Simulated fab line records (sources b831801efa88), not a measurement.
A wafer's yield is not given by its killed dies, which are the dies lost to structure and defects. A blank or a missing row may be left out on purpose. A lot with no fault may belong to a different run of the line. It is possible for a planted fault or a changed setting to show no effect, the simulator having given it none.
Which tool was responsible? :: flow gf180mcu :: Sampling: 13 lots, 39 wafers, 4 of 602 route steps

## WHAT EACH GAUGE READ, for each wafer
GF_DNWELL_TW_MEAS_09.
lot: L239
measured: day 2 19:09
on: film-metro-01
DNWELL_TW: 1344 1346 1344

lot: L241
measured: day 3 04:55
on: film-metro-04
DNWELL_TW: 1366 1350 1352

lot: L242
measured: day 3 12:04
on: film-metro-02
DNWELL_TW: 1368 1360 1373

lot: L243
measured: day 3 16:31
on: film-metro-01
DNWELL_TW: 1351 1345 1348

lot: L245
measured: day 4 02:14
on: film-metro-02
DNWELL_TW: 1362 1366 1357

lot: L251
measured: day 5 07:19
on: film-metro-01
DNWELL_TW: 1335 1343 1337

lot: L252
measured: day 5 18:52
on: film-metro-01
DNWELL_TW: 1271 1281 1265 1277 1279 1276

lot: L253
measured: day 5 22:22
on: film-metro-01
DNWELL_TW: 1275 1267 1268 1264 1271 1273

lot: L254
measured: day 6 01:18
on: film-metro-01
DNWELL_TW: 1343 1336 1341

lot: L255
measured: day 6 08:34
on: film-metro-02
DNWELL_TW: 1364 1354 1364

lot: L256
measured: day 6 13:46
on: film-metro-01
DNWELL_TW: 1352 1344 1346

lot: L261
measured: day 7 16:09
on: film-metro-04
DNWELL_TW: 1360 1369 1357

lot: L262
measured: day 7 19:56
on: film-metro-04
DNWELL_TW: 1359 1354 1355

GF_VT_IMPLANT_OVL_MEAS_07.
lot: L239
measured: day 5 15:27
on: overlay-01
VT_IMPLANT_OVL (nm): 0.5 0.2 0.0

lot: L241
measured: day 6 00:03
on: overlay-02
VT_IMPLANT_OVL (nm): 0.7 -0.7 1.2

lot: L242
measured: day 6 09:16
on: overlay-02
VT_IMPLANT_OVL (nm): 2.3 0.5 1.6

lot: L243
measured: day 6 15:18
on: overlay-02
VT_IMPLANT_OVL (nm): -1.7 -1.0 -0.5

lot: L245
measured: day 7 03:19
on: overlay-01
VT_IMPLANT_OVL (nm): -2.1 -1.4 -1.1

lot: L251
measured: day 8 11:36
on: overlay-01
VT_IMPLANT_OVL (nm): 1.4 0.5 -0.2

lot: L252
measured: day 9 03:40
on: overlay-01
VT_IMPLANT_OVL (nm): -1.1 -1.3 -1.8

lot: L253
measured: day 9 05:25
on: overlay-01
VT_IMPLANT_OVL (nm): -0.1 -1.3 0.3

lot: L254
measured: day 9 10:24
on: overlay-01
VT_IMPLANT_OVL (nm): 1.2 1.2 1.2

lot: L255
measured: day 9 16:52
on: overlay-02
VT_IMPLANT_OVL (nm): 2.2 0.3 0.3

lot: L256
measured: day 9 23:15
on: overlay-02
VT_IMPLANT_OVL (nm): -0.2 1.7 -0.2

lot: L261
measured: day 11 05:21
on: overlay-02
VT_IMPLANT_OVL (nm): 0.8 1.8 0.3

lot: L262
measured: day 11 11:13
on: overlay-02
VT_IMPLANT_OVL (nm): 2.2 -0.9 -0.5

GF_VT_IMPLANT_OVL_MEAS_18.
lot: L239
measured: day 6 06:03
on: overlay-02
VT_IMPLANT_01_OVL (nm): 1.8 0.1 1.0

lot: L241
measured: day 6 15:03
on: overlay-02
VT_IMPLANT_01_OVL (nm): 1.8 0.6 1.1

lot: L242
measured: day 7 00:28
on: overlay-01
VT_IMPLANT_01_OVL (nm): 2.0 0.4 -0.8

lot: L243
measured: day 7 06:48
on: overlay-02
VT_IMPLANT_01_OVL (nm): 1.1 0.4 2.5

lot: L245
measured: day 7 19:19
on: overlay-02
VT_IMPLANT_01_OVL (nm): -0.3 0.4 -0.3

lot: L251
measured: day 9 03:58
on: overlay-02
VT_IMPLANT_01_OVL (nm): -0.5 0.4 0.3

lot: L252
measured: day 9 20:46
on: overlay-02
VT_IMPLANT_01_OVL (nm): 1.7 0.6 0.8

lot: L253
measured: day 9 22:22
on: overlay-01
VT_IMPLANT_01_OVL (nm): -1.9 -1.8 -1.1

lot: L254
measured: day 10 03:48
on: overlay-02
VT_IMPLANT_01_OVL (nm): 1.5 2.2 2.8

lot: L255
measured: day 10 10:10
on: overlay-02
VT_IMPLANT_01_OVL (nm): 0.1 2.4 1.6

lot: L256
measured: day 10 16:51
on: overlay-02
VT_IMPLANT_01_OVL (nm): 1.9 -1.2 0.4

lot: L261
measured: day 12 00:18
on: overlay-02
VT_IMPLANT_01_OVL (nm): 0.5 2.1 1.7

lot: L262
measured: day 12 06:01
on: overlay-02
VT_IMPLANT_01_OVL (nm): -1.1 1.7 -0.2

## TOOL THAT RAN EACH LOT (tool first, then ch and the chambers of the sampled wafers, then the start)
lot: L239
GF_DNWELL_IMPLANT_07: implanter-01 ch 0, day 2 18:54

lot: L241
GF_DNWELL_IMPLANT_07: implanter-04 ch 0, day 3 04:40

lot: L242
GF_DNWELL_IMPLANT_07: implanter-04 ch 0, day 3 11:50

lot: L243
GF_DNWELL_IMPLANT_07: implanter-01 ch 0, day 3 16:16

lot: L245
GF_DNWELL_IMPLANT_07: implanter-03 ch 0, day 4 02:02

lot: L251
GF_DNWELL_IMPLANT_07: implanter-01 ch 0, day 5 07:04

lot: L252
GF_DNWELL_IMPLANT_07: implanter-04 ch 0, day 5 18:38

lot: L253
GF_DNWELL_IMPLANT_07: implanter-04 ch 0, day 5 22:08

lot: L254
GF_DNWELL_IMPLANT_07: implanter-01 ch 0, day 6 01:03

lot: L255
GF_DNWELL_IMPLANT_07: implanter-03 ch 0, day 6 08:20

lot: L256
GF_DNWELL_IMPLANT_07: implanter-03 ch 0, day 6 13:31

lot: L261
GF_DNWELL_IMPLANT_07: implanter-01 ch 0, day 7 15:54

lot: L262
GF_DNWELL_IMPLANT_07: implanter-03 ch 0, day 7 19:44
- GF_DNWELL_IMPLANT_07

## WHAT THE TOOLS THEMSELVES READ (means of the sampled wafers that have a number; where no wafer has one, the mark that the record gives instead)
GF_DNWELL_IMPLANT_07.
lot: L239
tool: implanter-01
faraday-current-uA: 56.9

lot: L241
tool: implanter-04
faraday-current-uA: 57.5

lot: L242
tool: implanter-04
faraday-current-uA: 57.0

lot: L243
tool: implanter-01
faraday-current-uA: 55.8

lot: L245
tool: implanter-03
faraday-current-uA: 56.4

lot: L251
tool: implanter-01
faraday-current-uA: 56.2

lot: L252
tool: implanter-04
faraday-current-uA: 56.3

lot: L253
tool: implanter-04
faraday-current-uA: 56.3

lot: L254
tool: implanter-01
faraday-current-uA: 55.4

lot: L255
tool: implanter-03
faraday-current-uA: 56.8

lot: L256
tool: implanter-03
faraday-current-uA: 56.2

lot: L261
tool: implanter-01
faraday-current-uA: 56.4

lot: L262
tool: implanter-03
faraday-current-uA: 56.9

## THE ANSWER, worked out from the rows above alone
Rule: usual is defined by the lots themselves. Put in order of their means at a reading, lots are off if they are a third of the lots or fewer, leave a main group of 4 or more, and stand apart from it by a gap of 3 or more times the standard deviation of the main group's means; of several such gaps the widest counts. A main group whose means are all the same, to the digits that the tables above print for the reading, isn't used. Also off: a lot with no number at a reading for which 4 or more lots have one. Where the step has rows for the other lots, those lots are counted as sound. The gauges are gone through in route order, then the tools' own readings, and for those a lot's mean is taken as printed above. The first step at which some lot is off is used, and at that step the reading that is off furthest; a lot without a number counts as furthest.
Off: L252, L253, at GF_DNWELL_TW_MEAS_09 (DNWELL_TW). For the main group the mean is 1353 and the standard deviation 9.2.
If a tool, at a process step before that reading, ran all the lots that are off and no sound lot after the first of them, it fits. Those tools and the gauges at GF_DNWELL_TW_MEAS_09 are tried in the same way. One candidate fits, namely implanter-04 at GF_DNWELL_IMPLANT_07. Its last sound lot is L242 (day 3 11:50), its first lot that is off L252 (day 5 18:38): a fault that began between those two fits.

## WHAT THE SIMULATOR HAD PUT IN
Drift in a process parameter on implanter-04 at GF_DNWELL_IMPLANT_07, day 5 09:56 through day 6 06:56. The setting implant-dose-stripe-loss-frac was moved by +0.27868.
Struck lots among those shown: L252, L253. This agrees with what the rule above found.
